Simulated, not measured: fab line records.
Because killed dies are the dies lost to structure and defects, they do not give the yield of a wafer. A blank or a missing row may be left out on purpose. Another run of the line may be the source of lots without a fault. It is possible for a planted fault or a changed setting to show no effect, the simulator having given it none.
Struck lot and sound lot, side by side -- flow sky130 -- 16 steps out of a route of 708
Sound: these wafers, L780.2, L780.3, L780.4. The struck wafers were L784.3, L784.4, L784.6. Last of all comes the cause.
Order at every step that has rows: each side's tool, ch and its chambers, its first start. Under that, the readings that differ: sound wafers -- struck wafers -- difference of the means -- sigmas: that difference in standard deviations of wafers without a fault.
alike: readings whose means differ by less than 2 such deviations, and words and numbers that are the same on both sides. not compared: withheld readings, readings that some wafer has no value for, bounds like >300 that may hide the same value, and numbers for which the record gives no deviation and whose values overlap.
A row with sigmas, a row that says differs or no value, or rows on one side alone: a step with any of these is where the two part. Numbers that don't overlap but have no deviation are shown without sigmas and don't part them. A reading that every wafer of one side lacks parts them only if that side has two wafers or more.

SKY_LDD_HVN_OVL_MEAS_07:
  struck on overlay-02, day 23 05:36; sound on overlay-01, day 21 15:06
  alike: LDD_HVN_OVL
after that, 1 step had no rows for these wafers: SKY_LDD_HVN_IMPLANT_08.
SKY_LDD_HVN_STRIP_09: strips in O2/N2.
  sound on plasma-asher-03 ch 0,1, day 21 15:17; struck on plasma-asher-03 ch 0,1, day 23 05:49
  alike: drypump-motor-current-A, o2-flow-sccm, oes-product-au, strip-time-to-endpoint-s
  not compared: rf-hours-counter-h
SKY_LDD_HVN_TW_MEAS_10:
  struck on film-metro-04, day 23 05:54; sound on film-metro-03, day 21 15:23
  alike: LDD_HVN_TW
then, 7 steps without rows for these wafers: SKY_LDD_HVP_DEHYDRATE_00 (time 60 s); SKY_LDD_HVP_HMDS_01 (prime time 60 s); SKY_LDD_HVP_COAT_02 (resist thk 300 nm); SKY_LDD_HVP_SOFTBAKE_03 (time 60 s); SKY_LDD_HVP_EXPOSE_04 (exposes mask HVPTM, target cd 700 nm); SKY_LDD_HVP_PEB_05; SKY_LDD_HVP_DEVELOP_06 (develop time 60 s).
SKY_LDD_HVP_OVL_MEAS_07:
  struck on overlay-01, day 24 10:24; sound on overlay-02, day 22 21:26
  alike: LDD_HVP_OVL
SKY_LDD_HVP_IMPLANT_08:
  sound on implanter-01 ch 0, day 22 21:30; struck on implanter-01 ch 0, day 24 10:29
reading,sound,struck,difference,sigmas
implant-ion-amu,11 11 11,49 49 49,+38,
model.implant.rp-nm (nm),61.8 61.8 61.8,16.42 16.42 16.42,-45.38,
model.implant.drp-nm (nm),28.53 28.53 28.53,9.782 9.782 9.782,-18.748,
  alike: dose-ions-cm2, tilt-deg
SKY_LDD_HVP_STRIP_09: strips in O2/N2.
  sound on plasma-asher-04 ch 0,1, day 22 21:37; struck on plasma-asher-02 ch 0,1, day 24 10:37
  alike: drypump-motor-current-A, o2-flow-sccm, oes-product-au, strip-time-to-endpoint-s
  not compared: rf-hours-counter-h
SKY_LDD_HVP_TW_MEAS_10:
  struck on film-metro-02, day 24 10:55; sound on film-metro-01, day 22 21:44
reading,sound,struck,difference,sigmas
LDD_HVP_TW,466 467 467,716 715 720,+250,+58
  not compared: hold
after that, 1 step had no rows for these wafers: SKY_PAD_OPEN_PROBE_99.

WHERE THEY PART
Only at SKY_LDD_HVP_TW_MEAS_10, as far as this record shows.

WHY: what the simulator had put in
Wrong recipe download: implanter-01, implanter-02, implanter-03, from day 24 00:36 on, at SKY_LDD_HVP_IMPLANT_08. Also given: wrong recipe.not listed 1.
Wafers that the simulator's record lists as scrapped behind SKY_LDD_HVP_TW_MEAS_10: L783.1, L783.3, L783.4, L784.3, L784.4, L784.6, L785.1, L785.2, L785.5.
